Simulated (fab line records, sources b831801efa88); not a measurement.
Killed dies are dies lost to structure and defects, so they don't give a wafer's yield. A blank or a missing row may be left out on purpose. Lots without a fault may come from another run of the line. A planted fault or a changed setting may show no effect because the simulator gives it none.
fab line records | flow sky130
record lots=13 wafers=39 last_day=50
route steps=708 shown CONTACT@407
lots that met no fault: from a run of the same line without faults
start_h: hours from the record's first day to the start of the lot's first wafer shown | wait_h: hours since the lot's step before | " the same as in the row above | L1.1+2: a row that stands for several wafers | - no value, or no start given | * or withheld: withheld | < > ~ a bound
route shown NAME@n: a module of which the file shows steps, and the number in the route of the first | usual: mean/standard deviation of fault-free wafers | same: alike in all rows | chamber/n: place in a boat | sites: the reading at each site | _std_site: their standard deviation | _edge_site: outer sites' mean less inner sites' | radius_mm: how far each site lies from the wafer's centre | mask NAME#n: copy n | behind: the tool/chamber that last shaped the wafer | hold: why the lot was held/for how many hours/how that ended | device: the transistor (n, p or np) that didn't switch | end of line: the same wafers' tests at the end of the route | a step without rows: its recipe alone | killed: dies lost to structure and defects at the first sort, not the wafer's yield | map: a wafer's dies, x killed, . not, _ none there
set.NAME: the setting as run; set.NAME@STEP: as run at that earlier step | model.NAME: the simulator's own value behind a step, which no gauge read
steps of the route over a sample of lots; a table a step, a row a wafer
services: from which hour (start_h, from the record's first day; less than 0 if before it) a tool's chamber was out of use, for how many hours, and why
## steps
# step SKY_CONTACT_THK_MEAS_01
# recipe reads=Si3N4_of_CONTACT_CVD_00
# usual CONTACT_CVD_00_THK=75.2/0.86
# columns lot.wafer tool chamber start_h wait_h CONTACT_CVD_00_THK[nm]
L248.2 film_metro-02 - 707.59 - 74.3
L248.4 " - " " 75.2
L248.6 " - " " 75.5
L249.2 film_metro-01 - 717.85 - 74.5
L249.4 " - " " 75.9
L249.6 " - " " 75.7
L250.2 film_metro-02 - 719.07 - 74.0
L250.3 " - " " 75.0
L250.5 " - " " 74.6
L251.1 film_metro-02 - 727.69 - 75.1
L251.3 " - " " 75.2
L251.5 " - " " 76.7
L253.2 film_metro-03 - 743.15 - 74.0
L253.3 " - " " 74.8
L253.6 " - " " 75.6
L254.1 film_metro-01 - 752.19 - 73.5
L254.4 " - " " 75.0
L254.5 " - " " 75.0
L256.1 film_metro-02 - 771.03 - 75.6
L256.2 " - " " 74.7
L256.4 " - " " 75.5
L258.3 film_metro-01 - 786.35 - 74.8
L258.4 " - " " 75.8
L258.5 " - " " 75.6
L259.2 film_metro-01 - 797.89 - 76.1
L259.3 " - " " 76.7
L259.4 " - " " 77.0
L260.1 film_metro-03 - 801.23 - 75.1
L260.2 " - " " 75.0
L260.3 " - " " 74.5
L264.2 film_metro-01 - 837.09 - 74.6
L264.3 " - " " 73.5
L264.4 " - " " 75.6
L268.2 film_metro-02 - 863.29 - 75.4
L268.5 " - " " 75.4
L268.6 " - " " 76.4
L271.2 film_metro-02 - 884.90 - 73.3
L271.5 " - " " 75.6
L271.6 " - " " 75.9
# step SKY_CONTACT_OVL_MEAS_15
# usual CONTACT_OVL=3/5.9
# columns lot.wafer tool chamber start_h wait_h CONTACT_OVL[nm]
L248.2 overlay-01 - 735.65 0.1 6
L248.4 " - " " 14
L248.6 " - " " 6
L249.2 overlay-02 - 746.40 0.1 -6
L249.4 " - " " -6
L249.6 " - " " -3
L250.2 overlay-01 - 746.95 0.1 6
L250.3 " - " " 6
L250.5 " - " " 13
L251.1 overlay-02 - 755.55 0.1 4
L251.3 " - " " 11
L251.5 " - " " 14
L253.2 overlay-01 - 771.26 0.1 6
L253.3 " - " " 4
L253.6 " - " " 11
L254.1 overlay-01 - 780.36 0.1 9
L254.4 " - " " -1
L254.5 " - " " -4
L256.1 overlay-01 - 798.00 0.1 10
L256.2 " - " " 6
L256.4 " - " " 12
L258.3 overlay-01 - 813.41 0.1 5
L258.4 " - " " 0
L258.5 " - " " 9
L259.2 overlay-02 - 825.45 0.1 -3
L259.3 " - " " 3
L259.4 " - " " -15
L260.1 overlay-02 - 828.35 0.1 -6
L260.2 " - " " 1
L260.3 " - " " -1
L264.2 overlay-02 - 863.16 0.1 8
L264.3 " - " " -3
L264.4 " - " " 7
L268.2 overlay-01 - 889.35 0.1 1
L268.5 " - " " -3
L268.6 " - " " 3
L271.2 overlay-01 - 911.26 0.1 1
L271.5 " - " " 5
L271.6 " - " " 6
# step SKY_CONTACT_ETCH_18
# recipe target=Si3N4 chemistry=CHF3/O2 stop_on=TiN source_w=600 bias_w=200 pressure_mtorr=40 chf3_flow_sccm=50 O2_flow_sccm=5 time_s=39 target_depth_a=750
# usual bias_w=200.0/0.62 drypump_motor_current_A=5.7/0.41 oes_product_au=0.857/0.0071 rf_fwd_power_W=593.5/2.5 throttle_valve_pct=8.792/0.0094
# columns lot.wafer tool chamber start_h wait_h bias_w drypump_motor_current_A oes_product_au rf_fwd_power_W rf_hours_counter_h throttle_valve_pct
L248.2 rie_diel-03 0 735 - 200.7 5.1 0.860 593.6 0 8.778
L248.4 " 1 " " 198.9 6.0 0.861 589.4 25 8.775
L248.6 " 3 " " 200.5 5.9 0.874 593.6 - 8.796
L249.2 rie_diel-04 0 746 - 200.7 6.0 0.856 596.6 17 8.781
L249.4 " 1 " " 200.3 6.1 0.854 593.9 14 8.786
L249.6 " 1 " " 200.1 6.1 0.861 593.2 - 8.786
L250.2 rie_diel-03 3 747 - 200.1 5.9 0.850 596.3 12 8.790
L250.3 " 0 " " 199.4 5.1 0.857 593.5 0 8.788
L250.5 " 3 " " 199.9 5.9 0.854 592.0 - 8.787
L251.1 rie_diel-01 0 755 - 199.0 5.5 0.850 596.8 12 8.791
L251.3 " 1 " " 200.4 5.9 0.857 591.0 17 8.792
L251.5 " 2 " " 200.1 6.3 0.865 595.8 - 8.791
L253.2 rie_diel-04 2 771 - 200.6 5.6 0.846 598.0 5 8.791
L253.3 " 0 " " 199.7 6.0 0.848 594.2 17 8.794
L253.6 " 1 " " 199.4 6.2 0.861 593.6 - 8.791
L254.1 rie_diel-01 3 780 - 199.6 5.5 0.847 593.7 14 8.777
L254.4 " 1 " " 200.7 6.0 0.863 594.5 18 8.772
L254.5 " 1 " " 200.3 6.0 0.860 594.3 - 8.802
L256.1 rie_diel-03 1 798 - 199.4 6.0 0.857 597.3 27 8.790
L256.2 " 2 " " 199.9 4.9 0.855 589.7 10 8.802
L256.4 " 0 " " 199.2 5.1 0.864 590.3 2 8.818
L258.3 rie_diel-03 1 813 - 200.4 6.0 0.847 594.7 28 8.773
L258.4 " 2 " " 199.2 4.9 0.849 586.6 10 8.794
L258.5 " 3 " " 200.2 5.9 0.856 594.5 - 8.805
L259.2 rie_diel-01 0 825 - 200.5 5.5 0.854 596.0 14 8.794
L259.3 " 1 " " 199.8 6.0 0.860 594.7 19 8.790
L259.4 " 3 " " 200.4 5.5 0.867 592.9 16 8.793
L260.1 rie_diel-04 1 828 - 200.4 6.1 0.849 596.3 17 8.784
L260.2 " 2 " " 201.1 5.7 0.858 594.4 7 8.795
L260.3 " 3 " " 200.8 5.6 0.848 591.2 12 8.783
L264.2 rie_diel-04 1 863 - 200.6 6.1 0.851 594.7 17 8.795
L264.3 " 3 " " 200.1 5.6 0.851 591.2 13 8.785
L264.4 " 0 " " 201.1 6.0 0.860 592.9 20 8.797
L268.2 rie_diel-03 0 889 - 200.2 5.1 0.862 593.5 6 8.791
L268.5 " 1 " " 199.8 5.9 0.858 590.7 - 8.792
L268.6 " 2 " " 160.9 4.8 0.863 589.7 - 8.795
L271.2 rie_diel-01 1 911 - 199.8 6.0 0.850 594.0 23 8.778
L271.5 " 0 " " 201.1 5.5 0.861 594.8 - 8.796
L271.6 " 1 " " 200.1 6.0 0.859 593.1 - 8.801
# step SKY_CONTACT_SPUTTER_23
# recipe material=TiN target_thk_nm=20 chamber_pressure_pa=5 power_w=4000 time_s=80
# usual chamber_pressure_pa=4.999/0.01 throttle_valve_pct=30.2/0.67
# columns lot.wafer tool chamber start_h wait_h chamber_pressure_pa throttle_valve_pct
L248.2 pvd_sputter-02 - 736.40 0.0 5.001 30.4
L248.4 " - " " 5.011 30.0
L248.6 " - " " 4.996 30.5
L249.2 pvd_sputter-02 - 747.15 0.0 4.997 30.3
L249.4 " - " " 5.010 30.9
L249.6 " - " " 5.001 29.8
L250.2 pvd_sputter-03 - 747.71 0.0 5.006 30.7
L250.3 " - " " 4.985 29.3
L250.5 " - " " 4.993 29.5
L251.1 pvd_sputter-04 - 756.34 0.0 4.989 28.9
L251.3 " - " " 4.988 30.7
L251.5 " - " " 5.001 28.9
L253.2 pvd_sputter-03 - 772.06 0.0 5.002 29.0
L253.3 " - " " 5.005 30.7
L253.6 " - " " 4.992 30.6
L254.1 pvd_sputter-02 - 781.14 0.0 4.990 30.4
L254.4 " - " " 5.003 29.9
L254.5 " - " " 4.996 29.8
L256.1 pvd_sputter-03 - 798.80 0.0 4.997 29.4
L256.2 " - " " 4.978 30.9
L256.4 " - " " 4.992 30.5
L258.3 pvd_sputter-03 - 814.16 0.0 5.006 30.4
L258.4 " - " " 5.004 31.4
L258.5 " - " " 5.006 29.4
L259.2 pvd_sputter-04 - 826.21 0.0 5.014 30.0
L259.3 " - " " 4.999 30.7
L259.4 " - " " 4.983 28.8
L260.1 pvd_sputter-02 - 829.14 0.0 4.991 29.6
L260.2 " - " " 4.993 30.3
L260.3 " - " " 5.018 30.6
L264.2 pvd_sputter-04 - 863.96 0.0 5.008 30.1
L264.3 " - " " 4.996 30.7
L264.4 " - " " 4.997 29.1
L268.2 pvd_sputter-04 - 890.11 0.0 5.000 30.3
L268.5 " - " " 4.992 30.3
L268.6 " - " " 5.002 29.1
L271.2 pvd_sputter-02 - 912.02 0.0 4.988 30.0
L271.5 " - " " 4.993 30.4
L271.6 " - " " 4.998 29.9
## services
# columns tool chamber start_h hours kind
pvd_sputter-03 - 728.69 11.5 repair
pvd_sputter-03 - 763.04 5.3 repair
rie_diel-03 0 768.08 3.9 repair
rie_diel-03 2 775.10 4.0 repair
rie_diel-03 - 785.58 0.4 repair
pvd_sputter-04 - 791.24 1.4 repair
rie_diel-03 3 791.45 4.2 repair
rie_diel-01 - 798.92 2.8 pm
rie_diel-04 2 803.17 4.4 repair
pvd_sputter-02 - 815.19 4.5 repair
rie_diel-03 1 828.35 - clean
rie_diel-03 1 828.35 17.0 scheduled_down
rie_diel-03 1 828.35 17.0 vent_cycle
rie_diel-04 3 831.10 4.7 repair
pvd_sputter-02 - 856.05 1.2 repair
rie_diel-03 3 857.60 4.2 repair
pvd_sputter-02 - 872.16 27.3 repair
pvd_sputter-03 - 884.25 2.4 repair
rie_diel-01 0 890.36 3.6 repair
## key
first_sign step=SKY_CONTACT_ETCH_18 reading=bias_w direction=down sigmas=63 usual=200.0 struck=160.9
effect none on later readings
met_at SKY_CONTACT_ETCH_18
struck_lots L268
struck_wafers L268.6
tester_left_out L268
not_acting_at SKY_CONTACT_THK_MEAS_01,SKY_CONTACT_OVL_MEAS_15,SKY_CONTACT_SPUTTER_23
onset_between 813 889
fault kind=process_parameter_drift tool=rie_diel-03 chamber=2 onset_h=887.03 steps=SKY_CONTACT_ETCH_18 channel=bias_w offset=-38.659 shape=step end_h=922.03 acts_in=these_recipes_only stated=200
# tester_left_out: of these lots the tester's yield and bins aren't shown, on N5 and GAA mostly nor the transistor test; their killed dies are dies lost to structure and defects alone, not to doping, threshold or leakage, so they don't give the yield
